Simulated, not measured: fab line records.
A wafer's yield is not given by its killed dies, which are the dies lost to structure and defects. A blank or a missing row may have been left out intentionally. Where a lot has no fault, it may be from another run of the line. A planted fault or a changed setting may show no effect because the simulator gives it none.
A lot that was struck, set against a sound lot ; flow sky130 ; 15 out of 708 route steps
Sound: the wafers L129.1, L129.4, L129.6. Wafers struck: L132.2, L132.4, L132.6. Last of all comes the cause.
For every step that has rows: the tool of each side, followed by ch and its chambers, followed by its first start. Under that, the readings that differ: sound wafers ; struck wafers ; difference of the means ; sigmas: that difference in standard deviations of wafers without a fault.
alike: readings with means less than 2 such deviations apart, plus words and numbers identical on both sides. not compared: withheld readings, readings lacking a value on some wafer, bounds such as >300 that could conceal the same value, and numbers that have no deviation in the record and whose values overlap.
Wherever a step has rows on one side only, a row that says differs or no value, or a row with sigmas, the two part there. When numbers do not overlap yet have no deviation, they are printed without sigmas and do not part them. A reading missing from all wafers of one side parts the sides only when that side holds two or more wafers.

SKY_CONTACT_THK_MEAS_01:
  sound on film_metro-02 at day 31 14:25; struck on film_metro-04 at day 32 09:09
  alike: CONTACT_CVD_00_THK
then, 1 step without rows for these wafers: SKY_CONTACT_HDPCVD_02 (deposits SiO2, target thk 565 nm, time 94.2 s).
SKY_CONTACT_THK_MEAS_03:
  sound on film_metro-03 at day 31 14:32; struck on film_metro-03 at day 32 09:17
  alike: CONTACT_HDPCVD_THK
SKY_CONTACT_CMP_04: polishes SiO2.
  sound on cmp-01 ch 0,1,2, day 31 14:36; struck on cmp-02 ch 0,1,3, day 32 09:20
reading;sound;struck;difference;sigmas
time_to_endpoint_s (s);91 92 93;77 79 80;-13;-2
  alike: motor_current_A, slurry_flow_ml_min
SKY_CONTACT_BOW_MEAS_05:
  sound on film_metro-02 at day 31 14:54; struck on film_metro-04 at day 32 09:39
  alike: CONTACT_BOW
then, 7 steps without rows for these wafers: SKY_CONTACT_DEHYDRATE_06 (time 60 s); SKY_CONTACT_HMDS_07 (prime time 60 s); SKY_CONTACT_COAT_08 (resist thk 60 nm); SKY_CONTACT_COAT_09 (resist thk 450 nm); SKY_CONTACT_SOFTBAKE_10 (time 90 s); SKY_CONTACT_EXPOSE_11 (exposes mask CTM1, target cd 170 nm); SKY_CONTACT_PEB_12.
SKY_CONTACT_DEVELOP_13: develop time 60 s.
  sound on litho_track-04 ch 0, day 32 18:00; struck on litho_track-02 ch 0, day 33 12:00
reading;sound;struck;difference;sigmas
developer_temp_C (C);21.05 21.20 21.23;21.87 21.79 21.88;+0.69;+6
SKY_CONTACT_CD_MEAS_14: target cd 170 nm.
  sound on cd_sem-02 at day 32 18:10; struck on cd_sem-02 at day 33 12:32
  alike: cd_nm
-- the record jumps here: 14 days lie between the struck wafers' starts before and after (it left off in module CONTACT and takes up again in module PAD_OPEN, whose first step shown is number 708 of the route) --
SKY_PAD_OPEN_PROBE_99:
  sound on prober-01 at day 46 14:21; struck on prober-02 at day 47 06:17
  alike: killed_at_M0_to_M3, killed_at_M4_up, killed_at_contacts, killed_at_front_end, killed_at_other, killed_dies, killed_open, killed_short

== WHERE THEY PART ==
Last at SKY_CONTACT_DEVELOP_13 as far as this record goes, first at SKY_CONTACT_CMP_04. Later steps at which nothing parts them and some readings are alike: SKY_CONTACT_CD_MEAS_14, SKY_PAD_OPEN_PROBE_99.

WHY: what had been put in by the simulator
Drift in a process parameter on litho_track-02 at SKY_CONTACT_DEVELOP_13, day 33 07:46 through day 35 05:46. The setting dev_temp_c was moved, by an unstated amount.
